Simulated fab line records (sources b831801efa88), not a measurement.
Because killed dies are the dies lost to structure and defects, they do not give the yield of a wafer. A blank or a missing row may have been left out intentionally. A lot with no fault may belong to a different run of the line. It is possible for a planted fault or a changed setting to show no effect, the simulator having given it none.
Which tool was responsible? -- flow gf180mcu -- Sampling: 7 lots, 21 wafers, 3 of 602 route steps

== WHAT THE GAUGES READ, wafer by wafer ==
GF_VT_IMPLANT_RS_MEAS_48: a four-point-probe measurement.
lot,measured,on,LVPWELL_RS (ohm/sq)
L647,day 8 18:18,film metro-03,1196.7 1197.3 1196.8
L649,day 9 08:22,film metro-01,1196.0 1199.4 1200.5
L651,day 9 19:01,film metro-04,1198.5 1194.0 1198.6
L654,day 10 14:28,film metro-04,1196.9 1196.7 1196.4
L659,day 12 04:17,film metro-01,1208.7 1207.4 1206.1
L663,day 13 06:02,film metro-03,1209.3 1213.5 1209.9
L666,day 14 02:59,film metro-01,1195.5 1200.0 1197.2

== WHAT TOOL EACH LOT RAN ON (gives the tool, then ch and the chambers of the sampled wafers, and finally the start) ==
lot,GF_STI_CMP_25,GF_LVPWELL_IMPLANT_09
L647,"cmp-02 ch 0,1,2, day 3 01:44","implanter-04 ch 0, day 4 20:26"
L649,"cmp-01 ch 1,2, day 3 11:38","implanter-02 ch 0, day 5 07:50"
L651,"cmp-01 ch 0,2, day 3 20:32","implanter-01 ch 0, day 5 17:15"
L654,"cmp-01 ch 2,3, day 4 11:52","implanter-01 ch 0, day 6 09:27"
L659,"cmp-02 ch 2,3, day 5 14:13","implanter-01 ch 0, day 7 17:35"
L663,"cmp-01 ch 0,3, day 6 11:31","implanter-01 ch 0, day 8 14:35"
L666,"cmp-01 ch 0,1,3, day 7 02:04","implanter-04 ch 0, day 9 07:07"
- GF_STI_CMP_25: polishes, stops on Si3N4, t overpolish 33 s, target thk 524.6 nm.
- GF_LVPWELL_IMPLANT_09

== THE ANSWER, worked out from the rows above alone ==
Rule: what is usual is taken from the lots themselves. Put in order of their means at a reading, lots are off if they are a third of the lots or fewer, leave a main group of 4 or more, and stand apart from it by a gap of 3 or more times the standard deviation of the main group's means; of several such gaps the widest counts. A main group whose means are all the same, to the digits that the tables above print for the reading, isn't used. Also off: a lot with no number at a reading for which 4 or more lots have one. Where the step has rows for the other lots, those lots are counted as sound.
Off: L659, L663, seen at GF_VT_IMPLANT_RS_MEAS_48 (LVPWELL_RS). For the main group the mean is 1197.4 ohm/sq and the standard deviation 0.7.
If a tool, at a process step before that reading, ran all the lots that are off and no sound lot after the first of them, it fits. The gauges at GF_VT_IMPLANT_RS_MEAS_48 are tried like those tools. One candidate fits, namely implanter-01 at GF_LVPWELL_IMPLANT_09. Its last sound lot is L654 (day 6 09:27), its first lot that is off L659 (day 7 17:35): a fault that began between those two fits.

== WHAT THE SIMULATOR PUT IN ==
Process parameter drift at GF_LVPWELL_IMPLANT_09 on implanter-01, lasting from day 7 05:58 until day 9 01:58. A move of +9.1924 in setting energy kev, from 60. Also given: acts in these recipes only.
Lots struck among those shown: L659, L663. Same finding as the rule above.
